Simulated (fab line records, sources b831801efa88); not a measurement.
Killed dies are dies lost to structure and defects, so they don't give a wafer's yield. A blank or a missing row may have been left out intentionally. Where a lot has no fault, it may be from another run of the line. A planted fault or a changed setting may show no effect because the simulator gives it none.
Matching of chambers ; flow sky130 ; 3 sister chambers for SKY_PASSIVATION_CVD_00 on pecvd-03
The step deposits SiO2, target thk 90 nm. 16 wafers are shown with their chamber, then 8 later ones without.

## EACH WAFER AND ITS CHAMBER
wafer;chamber;heaterPowerW (W)
L075.1;2;604
L075.2;1;576
L075.3;0;737
L078.3;2;588
L078.5;2;578
L078.6;1;571
L079.1;1;608
L079.3;0;754
L079.4;0;739
L082.1;0;598
L082.2;1;568
L082.4;2;688
L084.4;1;531
L084.5;0;601
L084.6;2;693
L089.1;2;594

SIGNATURES (means of the wafers above)
reading;chamber 0;chamber 1;chamber 2;scatter within a chamber
heaterPowerW;685.80;570.80;624.17;56.6
Rule: for each reading, subtract the chamber's mean from the wafer's reading, divide by that reading's scatter and square the result; add these up over the readings and take the root, which gives the wafer's distance from the chamber. The wafer belongs to the nearest chamber; if the next one is less than 2 further off, it can't be placed. The scatter is the square root of a quotient: the sum, over the shown wafers, of each reading's squared deviation from its chamber's mean, divided by wafers minus chambers.

## WAFERS MISSING THEIR CHAMBER
wafer;heaterPowerW (W)
L089.3;631
L089.6;602
L093.1;638
L093.4;647
L093.5;695
L094.3;562
L094.4;628
L094.6;565

## WHICH CHAMBER EACH ONE RAN IN
wafer;from the rows above;in truth
L089.3;can't be placed: 2 or 0 or 1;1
L089.6;can't be placed: 2 or 1 or 0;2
L093.1;can't be placed: 2 or 0 or 1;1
L093.4;can't be placed: 2 or 0 or 1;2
L093.5;can't be placed: 0 or 2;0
L094.3;can't be placed: 1 or 2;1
L094.4;can't be placed: 2 or 1 or 0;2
L094.6;can't be placed: 1 or 2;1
Placed correctly: 0 of 8. Can't be placed from these rows: 8 (the true chamber is among the candidates in 8). Placed wrongly: 0.
